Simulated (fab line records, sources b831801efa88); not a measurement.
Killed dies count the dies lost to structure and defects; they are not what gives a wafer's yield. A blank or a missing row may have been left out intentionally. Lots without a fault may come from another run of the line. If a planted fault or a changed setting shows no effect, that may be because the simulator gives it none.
What tool caused it?	flow sky130	Sampling: 24 lots, 72 wafers, 6 of 708 route steps

## WHAT THE GAUGES READ, wafer by wafer
SKY_CONTACT_RS_MEAS_25: uses a four-point probe to measure.
lot	measured	on	CONTACT_W_RS (ohm/sq)
L074	day 32 15:40	film-metro-04	0.323 0.327 0.328
L075	day 32 17:20	film-metro-04	0.335 0.337 0.331
L077	day 32 19:28	film-metro-04	0.326 0.329 0.326
L076	day 32 19:37	film-metro-01	0.334 0.335 0.337
L078	day 34 16:56	film-metro-04	0.324 0.326 0.329
L079	day 34 18:58	film-metro-02	0.337 0.335 0.334
L080	day 34 19:31	film-metro-04	0.326 0.325 0.323
L081	day 34 19:50	film-metro-04	0.334 0.340 0.332
L082	day 34 20:46	film-metro-02	0.331 0.325 0.328
L084	day 35 04:38	film-metro-01	0.334 0.339 0.339
L083	day 35 06:50	film-metro-02	0.323 0.322 0.327
L085	day 35 07:01	film-metro-01	0.339 0.337 0.336
L086	day 35 08:34	film-metro-01	0.333 0.325 0.330
L087	day 35 18:59	film-metro-04	0.328 0.338 0.336
L088	day 36 07:53	film-metro-04	0.336 0.336 0.333
L089	day 36 10:17	film-metro-01	0.327 0.327 0.328
L090	day 37 00:21	film-metro-01	0.323 0.328 0.325
L091	day 37 05:13	film-metro-01	0.333 0.333 0.332
L092	day 37 08:50	film-metro-02	0.330 0.327 0.328
L093	day 38 01:23	film-metro-04	0.328 0.335 0.332
L094	day 38 01:56	film-metro-01	0.328 0.329 0.333
L095	day 38 13:16	film-metro-01	0.335 0.334 0.335
L096	day 38 18:00	film-metro-01	0.330 0.329 0.331
L097	day 38 23:26	film-metro-01	0.334 0.330 0.333

SKY_METAL5_RS_MEAS_05: uses a four-point probe to measure.
lot	measured	on	METAL5_ALCU_RS (ohm/sq)
L074	day 43 18:53	film-metro-03	0.0270 0.0273 0.0271
L075	day 43 19:47	film-metro-01	0.0274 0.0272 0.0277
L077	day 43 20:27	film-metro-04	0.0271 0.0274 0.0272
L076	day 43 21:21	film-metro-04	0.0276 0.0275 0.0269
L078	day 45 12:29	film-metro-03	0.0267 0.0271 0.0278
L079	day 45 13:20	film-metro-01	0.0267 0.0268 0.0270
L080	day 45 14:37	film-metro-01	0.0265 0.0268 0.0273
L081	day 45 13:41	film-metro-03	0.0270 0.0268 0.0272
L082	day 45 15:05	film-metro-03	0.0268 0.0267 0.0276
L084	day 45 20:43	film-metro-04	0.0269 0.0268 0.0270
L083	day 45 22:48	film-metro-04	0.0269 0.0276 0.0269
L085	day 45 23:26	film-metro-04	0.0275 0.0267 0.0266
L086	day 45 23:47	film-metro-01	0.0270 0.0267 0.0270
L087	day 46 10:19	film-metro-04	0.0269 0.0272 0.0274
L088	day 46 17:15	film-metro-03	0.0277 0.0269 0.0279
L089	day 46 17:30	film-metro-03	0.0267 0.0271 0.0271
L090	day 47 08:20	film-metro-03	0.0273 0.0270 0.0271
L091	day 47 10:34	film-metro-03	0.0276 0.0279 0.0277
L092	day 47 13:38	film-metro-03	0.0272 0.0273 0.0271
L093	day 48 00:50	film-metro-01	0.0272 0.0271 0.0271
L094	day 48 02:38	film-metro-04	0.0266 0.0268 0.0266
L095	day 48 12:47	film-metro-01	0.0270 0.0276 0.0274
L096	day 48 15:10	film-metro-03	0.0267 0.0275 0.0275
L097	day 48 19:09	film-metro-03	0.0270 0.0272 0.0269

## WHAT TOOL EACH LOT RAN ON (gives the tool, then ch and the chambers of the sampled wafers, and finally the start)
lot	SKY_METAL2_SPUTTER_02	SKY_VIA2_CMP_02	SKY_VIA3_CMP_02	SKY_VIA4_CVD_18
L074	pvd-sputter-02, day 35 01:28	cmp-01 ch 0,1,2, day 36 05:16	cmp-01 ch 0,1,3, day 39 14:22	cvd-w-01 ch 0,1, day 43 18:06
L075	pvd-sputter-02, day 35 03:44	cmp-02 ch 0,2,3, day 36 07:31	cmp-01 ch 0,1,2, day 39 15:59	cvd-w-02 ch 0,1, day 43 18:28
L077	pvd-sputter-04, day 35 04:44	cmp-02 ch 0,3, day 36 08:10	cmp-01 ch 1,2, day 39 16:17	cvd-w-02 ch 0,1, day 43 18:53
L076	pvd-sputter-01, day 35 05:35	cmp-02 ch 0,1,2, day 36 09:16	cmp-01 ch 0,1, day 39 17:36	cvd-w-02 ch 0,1, day 43 20:18
L078	pvd-sputter-01, day 37 01:42	cmp-02 ch 0,1, day 38 04:20	cmp-02 ch 2,3, day 41 10:56	cvd-w-02 ch 0,1, day 45 11:40
L079	pvd-sputter-01, day 37 02:44	cmp-02 ch 1,2,3, day 38 05:25	cmp-01 ch 0,2,3, day 41 11:10	cvd-w-01 ch 0,1, day 45 12:32
L080	pvd-sputter-04, day 37 03:02	cmp-02 ch 0,2,3, day 38 05:51	cmp-01 ch 0,1,3, day 41 13:43	cvd-w-01 ch 0,1, day 45 13:43
L081	pvd-sputter-04, day 37 03:53	cmp-02 ch 0,1,2, day 38 06:09	cmp-01 ch 0,1,3, day 41 13:23	cvd-w-01 ch 0,1, day 45 12:53
L082	pvd-sputter-04, day 37 05:02	cmp-01 ch 0,2,3, day 38 07:53	cmp-02 ch 1,2,3, day 41 14:10	cvd-w-01 ch 0,1, day 45 14:17
L084	pvd-sputter-02, day 37 11:35	cmp-01 ch 2,3, day 38 14:32	cmp-01 ch 0,3, day 41 19:44	cvd-w-01 ch 0,1, day 45 19:38
L083	pvd-sputter-01, day 37 14:35	cmp-01 ch 0,1, day 38 17:47	cmp-01 ch 0,1,2, day 41 23:18	cvd-w-01 ch 0,1, day 45 21:59
L085	pvd-sputter-04, day 37 15:25	cmp-01 ch 0,1,2, day 38 18:32	cmp-01 ch 0,2,3, day 42 00:28	cvd-w-02 ch 0,1, day 45 22:38
L086	pvd-sputter-01, day 37 16:05	cmp-02 ch 2,3, day 38 18:59	cmp-02 ch 2,3, day 42 00:46	cvd-w-01 ch 0,1, day 45 22:59
L087	pvd-sputter-04, day 38 02:35	cmp-02 ch 0,3, day 39 05:24	cmp-02 ch 1,2, day 42 10:55	cvd-w-01 ch 0,1, day 46 07:41
L088	pvd-sputter-01, day 38 15:11	cmp-02 ch 1,2,3, day 39 17:19	cmp-02 ch 1,2, day 42 20:31	cvd-w-01 ch 0,1, day 46 16:14
L089	pvd-sputter-01, day 38 16:59	cmp-02 ch 0,1,2, day 39 18:55	cmp-02 ch 0,2,3, day 42 21:43	cvd-w-02 ch 0,1, day 46 16:41
L090	pvd-sputter-04, day 39 07:15	cmp-01 ch 0,1,3, day 40 08:58	cmp-02 ch 0,2, day 43 11:22	cvd-w-02 ch 0,1, day 47 07:32
L091	pvd-sputter-04, day 39 11:43	cmp-02 ch 0,2,3, day 40 12:38	cmp-02 ch 1,3, day 43 14:28	cvd-w-02 ch 1, day 47 09:40
L092	pvd-sputter-01, day 39 14:50	cmp-01 ch 0,1,2, day 40 16:32	cmp-01 ch 1,2,3, day 43 18:47	cvd-w-02 ch 0,1, day 47 12:50
L093	pvd-sputter-02, day 40 06:40	cmp-02 ch 0,1,3, day 41 08:02	cmp-02 ch 0,1,2, day 44 07:49	cvd-w-02 ch 0,1, day 48 00:02
L094	pvd-sputter-02, day 40 07:56	cmp-01 ch 0,2,3, day 41 09:50	cmp-02 ch 0,2,3, day 44 11:24	cvd-w-02 ch 0,1, day 48 01:49
L095	pvd-sputter-01, day 40 18:31	cmp-02 ch 0,2, day 41 20:14	cmp-01 ch 0,1,3, day 44 21:06	cvd-w-02 ch 1, day 48 11:59
L096	pvd-sputter-01, day 40 22:31	cmp-02 ch 1,3, day 41 23:58	cmp-01 ch 1,3, day 44 22:28	cvd-w-02 ch 0, day 48 14:22
L097	pvd-sputter-01, day 41 04:13	cmp-02 ch 1,2,3, day 42 05:46	cmp-01 ch 0,1, day 45 05:13	cvd-w-01 ch 0,1, day 48 18:20
- SKY_METAL2_SPUTTER_02: material AlCu, target thk 250 nm, time 13.3 s.
- SKY_VIA2_CMP_02: polishes SiO2.
- SKY_VIA3_CMP_02: polishes SiO2.
- SKY_VIA4_CVD_18: deposits W, target thk 505 nm, time 152.14 s.

## WHAT THE TOOLS THEMSELVES READ (means of the sampled wafers that have a number; where no wafer has one, the mark that the record gives instead)
SKY_METAL2_SPUTTER_02.
lot	tool	cathode-dc-power-W (W)	chamber-pressure-pa (Pa)	throttle-valve-pct (%)
L074	pvd-sputter-02	10599	0.3998	30.6
L075	pvd-sputter-02	10599	0.3994	30.1
L077	pvd-sputter-04	10601	0.4000	29.9
L076	pvd-sputter-01	10601	0.3996	30.9
L078	pvd-sputter-01	10599	0.4002	30.3
L079	pvd-sputter-01	10601	0.3998	30.1
L080	pvd-sputter-04	10600	0.4007	30.5
L081	pvd-sputter-04	10602	0.4004	30.8
L082	pvd-sputter-04	10600	0.4000	31.2
L084	pvd-sputter-02	10602	0.4006	29.9
L083	pvd-sputter-01	10599	0.4003	30.0
L085	pvd-sputter-04	10598	0.4000	30.8
L086	pvd-sputter-01	10600	0.4001	30.0
L087	pvd-sputter-04	10602	0.4004	31.3
L088	pvd-sputter-01	10600	0.4004	29.9
L089	pvd-sputter-01	10600	0.4002	30.1
L090	pvd-sputter-04	10600	0.3994	30.9
L091	pvd-sputter-04	10600	0.3991	30.2
L092	pvd-sputter-01	10598	0.4001	29.5
L093	pvd-sputter-02	10602	0.3996	29.5
L094	pvd-sputter-02	10601	0.3998	30.0
L095	pvd-sputter-01	10599	0.4012	30.6
L096	pvd-sputter-01	10598	0.4000	30.8
L097	pvd-sputter-01	10601	0.4004	31.5

SKY_VIA2_CMP_02.
lot	tool	edge-zone-pressure-frac	motor-current-A (A)
L074	cmp-01	1.004	12.3
L075	cmp-02	0.999	11.0
L077	cmp-02	0.996	11.3
L076	cmp-02	1.001	11.0
L078	cmp-02	0.999	10.5
L079	cmp-02	1.003	10.9
L080	cmp-02	1.002	11.2
L081	cmp-02	1.001	11.1
L082	cmp-01	1.004	13.5
L084	cmp-01	1.002	13.5
L083	cmp-01	1.004	11.8
L085	cmp-01	0.998	12.3
L086	cmp-02	1.000	11.0
L087	cmp-02	1.000	11.1
L088	cmp-02	1.000	10.9
L089	cmp-02	0.998	11.1
L090	cmp-01	1.001	13.1
L091	cmp-02	0.998	11.4
L092	cmp-01	1.007	12.0
L093	cmp-02	1.001	11.0
L094	cmp-01	0.996	13.3
L095	cmp-02	0.994	11.7
L096	cmp-02	0.993	10.0
L097	cmp-02	1.002	10.8

SKY_VIA3_CMP_02.
lot	tool	edge-zone-pressure-frac	motor-current-A (A)
L074	cmp-01	1.004	13.0
L075	cmp-01	0.998	12.2
L077	cmp-01	0.994	12.8
L076	cmp-01	0.999	12.0
L078	cmp-02	1.004	11.2
L079	cmp-01	0.996	13.3
L080	cmp-01	0.996	12.7
L081	cmp-01	1.003	12.5
L082	cmp-02	0.994	10.9
L084	cmp-01	0.999	12.5
L083	cmp-01	1.000	12.3
L085	cmp-01	1.000	13.5
L086	cmp-02	1.006	11.3
L087	cmp-02	0.996	10.7
L088	cmp-02	1.004	11.0
L089	cmp-02	1.000	11.3
L090	cmp-02	1.000	11.4
L091	cmp-02	1.004	10.9
L092	cmp-01	1.002	13.2
L093	cmp-02	1.001	10.8
L094	cmp-02	1.006	11.1
L095	cmp-01	1.001	12.8
L096	cmp-01	1.005	12.7
L097	cmp-01	1.000	11.9

SKY_VIA4_CVD_18.
lot	tool	heater-power-w (W)
L074	cvd-w-01	810
L075	cvd-w-02	830
L077	cvd-w-02	846
L076	cvd-w-02	835
L078	cvd-w-02	827
L079	cvd-w-01	822
L080	cvd-w-01	801
L081	cvd-w-01	822
L082	cvd-w-01	821
L084	cvd-w-01	829
L083	cvd-w-01	814
L085	cvd-w-02	851
L086	cvd-w-01	790
L087	cvd-w-01	819
L088	cvd-w-01	818
L089	cvd-w-02	852
L090	cvd-w-02	848
L091	cvd-w-02	846
L092	cvd-w-02	847
L093	cvd-w-02	847
L094	cvd-w-02	840
L095	cvd-w-02	848
L096	cvd-w-02	846
L097	cvd-w-01	811

## THE ANSWER, worked out from the rows above alone
Rule: the lots themselves supply what counts as usual. Put in order of their means at a reading, lots are off if they are a third of the lots or fewer, leave a main group of 4 or more, and stand apart from it by a gap of 3 or more times the standard deviation of the main group's means; of several such gaps the widest counts. A main group whose means are all the same, to the digits that the tables above print for the reading, isn't used. Also off: a lot with no number at a reading for which 4 or more lots have one. Where the step has rows for the other lots, those lots are counted as sound. First the gauges in route order, then the tools' own readings, where a lot's mean is used as printed above. The first step at which some lot is off is used, and at that step the reading that is off furthest; a lot without a number counts as furthest.
No lot is off on any of the readings shown, so nothing can be concluded from this.

## WHAT THE SIMULATOR HAD PUT IN
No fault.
